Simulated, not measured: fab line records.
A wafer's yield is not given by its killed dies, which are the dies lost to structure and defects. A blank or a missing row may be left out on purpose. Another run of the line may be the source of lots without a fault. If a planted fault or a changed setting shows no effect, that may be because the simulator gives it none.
The tool behind it: which one? ; flow sky130 ; 39 wafers from 13 lots sampled at 4 of the route's 708 steps

## WHAT THE GAUGES SHOWED, per wafer
SKY_SONOS_ONO_THK_MEAS_01. Usual: SONOS_ONO_OXIDATION_THK gives 2.60 nm (standard deviation 0.06).
lot;measured;on;SONOS_ONO_OXIDATION_THK (nm);flag
L153;day 12 05:38;film metro-03;2.62 2.59 2.61;
L155;day 12 13:02;film metro-01;2.54 2.57 2.52;
L157;day 13 05:25;film metro-04;2.57 2.67 2.65;
L158;day 13 19:46;film metro-04;2.53 2.52 2.54;
L159;day 14 05:23;film metro-01;2.57 2.61 2.59;
L160;day 14 10:46;film metro-03;2.71 2.72 2.64;
L162;day 14 22:36;film metro-01;2.68 2.64 2.64;
L167;day 16 12:04;film metro-01;2.71 2.58 2.67;
L170;day 17 05:35;film metro-01;2.66 2.57 2.57;
L171;day 17 20:11;film metro-01;2.65 2.73 2.65;
L173;day 18 12:52;film metro-04;2.60 2.62 2.64;
L174;day 18 20:14;film metro-01;2.53 2.58 2.53;
L175;day 19 01:45;film metro-03;2.58 2.63 2.68;

SKY_GATE_OXIDE_THK_MEAS_02. Usual: GATE_OXIDE_OXIDATION_00_THK gives 10.22 nm (standard deviation 0.21).
lot;measured;on;GATE_OXIDE_OXIDATION_00_THK (nm);flag
L153;day 13 15:43;film metro-01;10.06 9.86 10.13;
L155;day 13 21:13;film metro-01;10.34 10.33 10.25;
L157;day 14 13:42;film metro-01;10.64 10.75 10.63;
L162;day 16 07:32;film metro-01;10.23 10.20 10.08;
L167;day 17 21:00;film metro-01;10.11 10.17 10.07;
L170;day 18 17:35;film metro-01;10.27 10.38 10.24;
L171;day 19 07:39;film metro-01;10.04 10.29 10.36;
L173;day 20 00:44;film metro-02;10.44 10.28 10.44;
L174;day 20 07:46;film metro-02;10.24 10.17 10.29;
L175;day 20 17:44;film metro-01;9.83 9.82 9.66;

## WHAT TOOL EACH LOT RAN ON (gives the tool, then ch and the chambers of the sampled wafers, and finally the start)
lot;SKY_VT_ADJUST_PCH_STRIP_09;SKY_SONOS_ONO_WET_ETCH_18
L153;plasma asher-04 ch 0,1, day 11 02:27;wet bench-03 ch 1, day 13 12:03
L155;plasma asher-03 ch 0,1, day 11 10:57;wet bench-02 ch 0, day 13 17:48
L157;plasma asher-03 ch 0,1, day 12 03:43;wet bench-04 ch 2, day 14 09:00
L158;plasma asher-04 ch 0,1, day 12 14:42;wet bench-04 ch 3, day 15 00:24
L159;plasma asher-03 ch 0,1, day 13 00:37;wet bench-02 ch 0, day 15 10:18
L160;plasma asher-04 ch 0,1, day 13 03:50;wet bench-03 ch 2, day 15 16:28
L162;plasma asher-01 ch 0,1, day 13 17:50;wet bench-03 ch 2, day 16 04:54
L167;plasma asher-01 ch 0, day 15 04:56;wet bench-04 ch 0, day 17 19:21
L170;plasma asher-03 ch 0, day 15 23:47;wet bench-02 ch 1, day 18 16:04
L171;plasma asher-01 ch 0,1, day 16 11:31;wet bench-03 ch 0, day 19 05:08
L173;plasma asher-03 ch 0, day 17 04:07;wet bench-03 ch 3, day 19 23:00
L174;plasma asher-04 ch 0,1, day 17 13:20;wet bench-03 ch 3, day 20 06:14
L175;plasma asher-04 ch 0, day 17 16:40;wet bench-03 ch 2, day 20 16:13
- SKY_VT_ADJUST_PCH_STRIP_09: strips in O2/N2.
- SKY_SONOS_ONO_WET_ETCH_18: etches Si3N4 in H3PO4, target depth 15 nm, time 172 s.

## AS READ BY THE TOOLS THEMSELVES (means over the sampled wafers that have a number; for cases with no such wafer, the mark the record gives instead)
SKY_VT_ADJUST_PCH_STRIP_09. Usual: drypump motor current A 5.6 A, standard deviation 0.36; oes product au 0.721 a.u., standard deviation 0.0043; strip time to endpoint s 36.92 s, standard deviation 0.11.
lot;tool;drypump motor current A (A);oes product au (a.u.);strip time to endpoint s (s);flag
L153;plasma asher-04;5.3;0.724;37.11;
L155;plasma asher-03;5.5;0.723;36.88;
L157;plasma asher-03;5.6;0.726;36.92;
L158;plasma asher-04;5.3;0.721;37.08;
L159;plasma asher-03;5.6;0.724;36.76;
L160;plasma asher-04;5.3;0.724;36.88;
L162;plasma asher-01;6.0;0.721;36.92;
L167;plasma asher-01;6.2;0.719;36.92;
L170;plasma asher-03;5.4;0.724;37.08;
L171;plasma asher-01;6.1;0.723;36.85;
L173;plasma asher-03;5.5;0.720;36.95;
L174;plasma asher-04;5.4;0.722;36.88;
L175;plasma asher-04;5.6;0.726;36.87;

SKY_SONOS_ONO_WET_ETCH_18. Usual: bath guard temp C 160.3 C, standard deviation 0.68; bath heat duty pct 27 %, standard deviation 3.1.
lot;tool;bath guard temp C (C);bath heat duty pct (%);flag
L153;wet bench-03;160.0;22;
L155;wet bench-02;160.3;31;
L157;wet bench-04;161.0;28;
L158;wet bench-04;-;-;OFF
L159;wet bench-02;-;-;OFF
L160;wet bench-03;-;-;OFF
L162;wet bench-03;159.9;25;
L167;wet bench-04;160.7;30;
L170;wet bench-02;160.4;28;
L171;wet bench-03;160.6;27;
L173;wet bench-03;161.1;24;
L174;wet bench-03;160.8;26;
L175;wet bench-03;160.1;25;

## THE ANSWER, worked out from the rows above alone
Rule: take the mean of a lot's wafers that have a number; if it is more than 3 standard deviations from the usual mean, the lot is off. Also off: a lot with no number at a reading for which 4 or more lots have one. All remaining lots with rows at the step are treated as sound. First the gauges in route order, then the tools' own readings, where a lot's mean is used as printed above. At the first step where some lot is off, the reading lying furthest off is the one used; lots without a number count as furthest.
Off at SKY_SONOS_ONO_WET_ETCH_18 (bath guard temp C): L158, L159, L160. Without a number there: L158, L159, L160.
A tool fits if, at that step or a process step before it, it ran every lot that is off, and no sound lot after the first of them. None of those tried fits.

## WHAT THE SIMULATOR PUT IN
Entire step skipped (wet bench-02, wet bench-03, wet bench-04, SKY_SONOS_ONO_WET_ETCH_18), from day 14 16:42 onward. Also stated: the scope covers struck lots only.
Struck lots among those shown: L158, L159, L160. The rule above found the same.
